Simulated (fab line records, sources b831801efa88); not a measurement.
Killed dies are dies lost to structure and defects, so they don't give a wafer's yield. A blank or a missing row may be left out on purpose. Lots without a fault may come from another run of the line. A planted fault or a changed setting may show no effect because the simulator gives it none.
One fault seen from 2 desks | flow sfq_line | each desk has only its own numbers; what lay behind them comes last

THE TOOL OWNER'S DESK: litho_track-02
The tool's own readings at SFQ_TRILAYER_L0_VIA_LITHO_COAT_013 (resist thk 650 nm): means of the sampled wafers that have a number, for each lot that ran on this tool. A lot is out of limits, marked OUT, if its mean lies more than 4 standard deviations from the usual mean; the brackets give that distance.
Columns: A = exhaust_pa at SFQ_TRILAYER_L0_VIA_LITHO_COAT_013, usual 44.8 Pa
lot  | first seen here | A
L972 | day 2 11:35     | 46.3
L989 | day 8 21:23     | 43.8
L991 | day 9 04:41     | 44.2
This desk's finding: nothing out of limits on any of the 3 lots.

THE METROLOGY DESK
What the gauges read, lot by lot, whatever tool the lot ran on: means of the sampled wafers that have a number. A lot is out of limits, marked OUT, if its mean lies more than 4 standard deviations from the usual mean; the brackets give that distance.
Columns: A = L0V_OVL at SFQ_L0V_OVL_MEAS_903, usual 3 nm
lot  | first seen here | A
L972 | day 4 21:58     | 5
L978 | day 9 09:20     | 4
L979 | day 9 17:44     | -1
L981 | day 10 10:32    | 8
L989 | day 13 00:14    | -1
L991 | day 13 12:09    | 6
This desk's finding: nothing out of limits on any of the 6 lots.

PUT TOGETHER
The tool owner's desk saw nothing out of limits.
The metrology desk saw nothing out of limits.

WHAT THE SIMULATOR HAD PUT IN
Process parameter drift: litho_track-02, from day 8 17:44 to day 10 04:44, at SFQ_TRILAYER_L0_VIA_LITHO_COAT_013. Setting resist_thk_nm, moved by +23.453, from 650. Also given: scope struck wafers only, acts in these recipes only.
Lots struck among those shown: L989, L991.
